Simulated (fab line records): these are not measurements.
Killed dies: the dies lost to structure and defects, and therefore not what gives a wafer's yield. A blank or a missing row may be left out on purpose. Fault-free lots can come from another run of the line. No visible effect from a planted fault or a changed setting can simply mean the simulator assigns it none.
Problem report in the 8D (eight disciplines) form, filled by code || flow sky130 || the parts of the form that need people (team, actions taken, sign-off) are left out

## 1. THE ISSUE
stripTimeToEndpointS at SKY_POLY_GATE_STRIP_18 reads a mean of 3.60 s on 3 wafers of 2 lots; wafers without a fault read 3.19 s with a standard deviation of 0.041. That puts it +10 standard deviations away from the usual mean.
The step: strips in O2/N2.
Seen first at day 22 18:00 on plasmaAsher-01, wafer L867.2. The record has a number at this step for 18 wafers belonging to 6 lots. Rule for "out", or "out of limits": more than 4 standard deviations from the usual mean. The rest of the wafers with a number are treated as sound.

## 2. WHAT IT IS AND WHAT IT IS NOT
{"question": "which readings at this step", "is": "stripTimeToEndpointS", "is not": "-"}
{"question": "which lots", "is": "L867, L868", "is not": "L850, L853, L866, L872"}
{"question": "which wafers of those lots", "is": "L867.2, L867.5, L868.2", "is not": "L867.1, L868.3, L868.6"}
{"question": "read on which tools", "is": "plasmaAsher-01, plasmaAsher-02", "is not": "plasmaAsher-04"}
{"question": "when", "is": "from day 22 18:00", "is not": "up to then (10 sound wafers); but 5 sound wafers of L868, L872 came after"}

## 3. THE SUSPECTS, EACH WITH WHAT RULES IT OUT
Counting: if a tool at a process step up to the reading ran every lot that is out, it stays a suspect. Sound lots after the first of them don't rule it out here, since some wafers of a struck lot are sound.
- rieDiel-03 at SKY_POLY_GATE_ETCH_15 (etches BARC in N2/H2, stops on SiO2, time 118.5 s, target depth 110 nm): kept. It processed each lot that is out (first: L867, day 22 17:46); up to then, its last sound lot is L850 (day 16 21:13).
- rieDiel-03 at SKY_POLY_GATE_ETCH_16 (etches Si3N4 in CH3F/O2, stops on poly-Si, time 147.5 s, target depth 75 nm): kept. It processed each lot that is out (first: L867, day 22 17:51); up to then, its last sound lot is L850 (day 16 21:18).
- At SKY_POLY_GATE_ETCH_15, inside rieDiel-03: chamber 0 took the wafers that are out, while their sound lot-mates went through chambers 2, 3.
- At SKY_POLY_GATE_ETCH_16, inside rieDiel-03: chamber 0 took the wafers that are out, while their sound lot-mates went through chambers 2, 3.
The count leaves rieDiel-03 at SKY_POLY_GATE_ETCH_16 and rieDiel-03 at SKY_POLY_GATE_ETCH_15.

## 4. THE CAUSE (what the simulator had put in)
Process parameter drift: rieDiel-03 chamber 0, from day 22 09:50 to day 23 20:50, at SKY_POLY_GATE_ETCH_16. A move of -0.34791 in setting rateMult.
Counting left 2 suspects, and this tool is among them.

## 5. THE EFFECT CHAIN, in route order
One row per reading whose mean, taken over the struck wafers that have a number, lies over 3 standard deviations from the usual. Readings are gone through only where the record gives a usual standard deviation; hours: the median, over the lots, of the time from a lot's start at the first step in this table giving one to that lot's start at this step; sigmas: the change measured in usual standard deviations.
{"hours": 0, "step": "SKY_POLY_GATE_STRIP_18", "reading": "oesProductAu", "usual": "0.363 a.u.", "on struck wafers": 0.379, "change": "+0.016", "sigmas": "+3.1"}
{"hours": 0, "step": "SKY_POLY_GATE_STRIP_18", "reading": "stripTimeToEndpointS", "usual": "3.19 s", "on struck wafers": 3.60, "change": "+0.41", "sigmas": "+10"}
Its process steps:
- SKY_POLY_GATE_STRIP_18: strips in O2/N2.

## 6. WHAT WOULD HAVE CAUGHT IT SOONER
In this record the first reading out of limits was taken at day 22 18:00, 8 hours after the fault began at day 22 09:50.
No tool reading at SKY_POLY_GATE_ETCH_16 that has a usual standard deviation in the record was out on any struck wafer, so an alarm limit of 4 standard deviations on those readings would not have fired.
Lots out: 2; of these, L868 started SKY_POLY_GATE_ETCH_16 on rieDiel-03 after day 22 18:00. A tool hold placed at that time would have kept it from harm.
